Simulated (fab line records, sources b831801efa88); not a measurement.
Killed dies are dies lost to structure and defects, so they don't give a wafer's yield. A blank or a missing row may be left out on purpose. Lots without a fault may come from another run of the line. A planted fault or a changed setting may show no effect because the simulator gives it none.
Which tool did it? | flow gf180mcu | 12 lots, 36 wafers sampled, at 3 steps of a route of 602

WHAT THE GAUGES READ, wafer by wafer
GF_M1_CD_MEAS_14: target cd 230 nm.
lot  | measured     | on        | cd_nm (nm)
L753 | day 18 06:04 | cd_sem-01 | 228.9 229.1 228.7
L754 | day 18 11:57 | cd_sem-01 | 230.3 229.1 229.9
L755 | day 18 21:05 | cd_sem-02 | 231.0 230.5 229.6
L757 | day 19 18:41 | cd_sem-01 | 228.5 226.8 228.8
L759 | day 20 11:03 | cd_sem-01 | 230.2 230.4 229.9
L763 | day 21 20:07 | cd_sem-02 | 228.7 228.6 228.4
L765 | day 22 14:13 | cd_sem-01 | 229.5 230.5 229.8
L766 | day 22 23:53 | cd_sem-01 | 231.9 231.4 230.6
L769 | day 24 01:33 | cd_sem-02 | 233.2 232.4 232.8
L770 | day 24 04:08 | cd_sem-02 | 235.0 234.0 234.1
L772 | day 24 19:00 | cd_sem-02 | 231.7 230.5 231.7
L773 | day 25 02:53 | cd_sem-02 | 230.8 230.6 230.4

GF_V2_CD_MEAS_14: target cd 260 nm.
lot  | measured     | on        | cd_nm (nm)
L753 | day 21 10:49 | cd_sem-02 | 260.7 261.4 260.9
L754 | day 21 17:10 | cd_sem-02 | 261.2 260.5 260.2
L755 | day 22 01:46 | cd_sem-01 | 261.5 260.4 262.0
L757 | day 22 21:36 | cd_sem-01 | 259.7 259.9 258.7
L759 | day 23 14:08 | cd_sem-02 | 257.0 257.3 258.8
L763 | day 24 20:18 | cd_sem-02 | 260.8 259.6 260.1
L765 | day 25 14:22 | cd_sem-01 | 258.8 258.2 259.1
L766 | day 25 22:54 | cd_sem-01 | 263.6 265.9 265.4
L769 | day 26 23:02 | cd_sem-02 | 262.1 262.5 263.2
L770 | day 27 01:29 | cd_sem-01 | 257.8 258.4 258.5
L772 | day 27 12:38 | cd_sem-01 | 260.9 260.7 260.8
L773 | day 27 21:59 | cd_sem-01 | 258.0 257.9 258.1

WHICH TOOL RAN EACH LOT (tool, then ch and the chambers of the sampled wafers, then the start)
lot  | GF_V2_PEB_12
L753 | litho_track-02 ch 0, day 21 10:29
L754 | litho_track-02 ch 0, day 21 16:51
L755 | litho_track-04 ch 0, day 22 01:26
L757 | litho_track-02 ch 0, day 22 21:15
L759 | litho_track-04 ch 0, day 23 13:47
L763 | litho_track-04 ch 0, day 24 19:58
L765 | litho_track-01 ch 0, day 25 14:01
L766 | litho_track-02 ch 0, day 25 22:33
L769 | litho_track-02 ch 0, day 26 22:39
L770 | litho_track-04 ch 0, day 27 01:08
L772 | litho_track-01 ch 0, day 27 12:17
L773 | litho_track-04 ch 0, day 27 21:38
- GF_V2_PEB_12: peb time 90 s.

WHAT THE TOOLS THEMSELVES READ (means of the sampled wafers that have a number; where no wafer has one, the mark that the record gives instead)
GF_V2_PEB_12.
lot  | tool           | chill_plate_temp_C (C) | heater_power_total_W (W) | plate_temp_C (C)
L753 | litho_track-02 | 23.12                  | 85.73                    | 134.81
L754 | litho_track-02 | 23.03                  | 85.66                    | 134.97
L755 | litho_track-04 | 22.92                  | 85.73                    | 135.19
L757 | litho_track-02 | 23.06                  | 85.74                    | 134.88
L759 | litho_track-04 | 22.92                  | 85.68                    | 135.03
L763 | litho_track-04 | 22.98                  | 85.61                    | 135.11
L765 | litho_track-01 | 22.99                  | 85.74                    | 135.07
L766 | litho_track-02 | 22.90                  | 86.90                    | 136.55
L769 | litho_track-02 | 23.00                  | 86.96                    | 136.25
L770 | litho_track-04 | 22.88                  | 85.71                    | 135.09
L772 | litho_track-01 | 22.97                  | 85.71                    | 135.15
L773 | litho_track-04 | 22.92                  | 85.73                    | 135.17

THE ANSWER, worked out from the rows above alone
Rule: what is usual is taken from the lots themselves. Put in order of their means at a reading, lots are off if they are a third of the lots or fewer, leave a main group of 4 or more, and stand apart from it by a gap of 3 or more times the standard deviation of the main group's means; of several such gaps the widest counts. A main group whose means are all the same, to the digits that the tables above print for the reading, isn't used. A lot without any number at a reading at which 4 lots or more have one is off too. The other lots that the step has rows for count as sound. The gauges are gone through in route order, then the tools' own readings, and for those a lot's mean is taken as printed above. The first step at which some lot is off is used, and at that step the reading that is off furthest; a lot without a number counts as furthest.
Off: L766, L769, at GF_V2_PEB_12 (heater_power_total_W). The main group: mean 85.70 W, standard deviation 0.04.
A tool fits if, at that step or a process step before it, it ran every lot that is off, and no sound lot after the first of them. One fits: litho_track-02 at GF_V2_PEB_12. Its last sound lot is L757 (day 22 21:15), its first lot that is off L766 (day 25 22:33): a fault that began between those two fits.
The tool's own readings at GF_V2_PEB_12 bear it out: on the lots that are off they differ by more than 5 times the standard deviation of the sound lots' means. heater_power_total_W reads 86.93 W there against 85.70 W on the sound lots; plate_temp_C reads 136.40 C there against 135.05 C on the sound lots.

WHAT THE SIMULATOR HAD PUT IN
Process parameter drift: litho_track-02, from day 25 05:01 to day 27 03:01, at GF_V2_PEB_12. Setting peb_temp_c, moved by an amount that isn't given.
Lots struck among those shown: L766, L769. The rule above found the same.
